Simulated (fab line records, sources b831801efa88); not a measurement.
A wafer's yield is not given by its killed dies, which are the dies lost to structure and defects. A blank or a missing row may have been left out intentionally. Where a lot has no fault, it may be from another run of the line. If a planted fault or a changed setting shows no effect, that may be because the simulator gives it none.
What tool caused it? -- flow sky130 -- 18 wafers from 6 lots sampled at 3 of the route's 708 steps

WHAT THE GAUGES READ, wafer by wafer
SKY_METAL5_RS_MEAS_05: uses a four-point probe to measure.
lot,measured,on,METAL5_ALCU_RS (ohm/sq)
L901,day 43 17:37,film-metro-03,0.02694 0.02701 0.02697
L908,day 45 06:46,film-metro-02,0.02707 0.02711 0.02695
L911,day 46 01:20,film-metro-04,0.02715 0.0272 0.02713
L912,day 46 08:38,film-metro-03,0.0268 0.02712 0.027
L915,day 47 07:23,film-metro-03,0.02676 0.02679 0.02672
L920,day 48 15:00,film-metro-03,0.02646 0.02649 0.02657

EACH LOT AND THE TOOL THAT RAN IT (in order: tool; ch and the chambers of the sampled wafers; start)
lot,SKY_CAPM_STRIP_14,SKY_VIA4_CVD_18
L901,"plasma-asher-02 ch 0,1, day 38 08:21","cvd-w-02 ch 0,1, day 43 16:49"
L908,"plasma-asher-01 ch 0,1, day 40 03:28","cvd-w-01 ch 0,1, day 45 05:57"
L911,"plasma-asher-02 ch 0,1, day 40 21:29","cvd-w-02 ch 0,1, day 45 22:38"
L912,"plasma-asher-02 ch 0,1, day 41 10:56","cvd-w-02 ch 0,1, day 46 07:38"
L915,"plasma-asher-02 ch 0,1, day 42 12:32","cvd-w-02 ch 0,1, day 47 06:34"
L920,"plasma-asher-04 ch 0,1, day 43 22:49","cvd-w-02 ch 0,1, day 48 14:11"
- SKY_CAPM_STRIP_14: strips in O2/N2.
- SKY_VIA4_CVD_18: deposits W, target thk 505 nm, time 152.14 s.

THE ANSWER, worked out from the rows above alone
Rule: the lots themselves supply what counts as usual. Put in order of their means at a reading, lots are off if they are a third of the lots or fewer, leave a main group of 4 or more, and stand apart from it by a gap of 3 or more times the standard deviation of the main group's means; of several such gaps the widest counts. Not used: any main group whose means are identical at the precision the tables above print for the reading. A lot without any number at a reading at which 4 lots or more have one is off too. Where the step has rows for the other lots, those lots are counted as sound.
No lot is off at any reading shown: from this, nothing can be told.

WHAT THE SIMULATOR HAD INSERTED
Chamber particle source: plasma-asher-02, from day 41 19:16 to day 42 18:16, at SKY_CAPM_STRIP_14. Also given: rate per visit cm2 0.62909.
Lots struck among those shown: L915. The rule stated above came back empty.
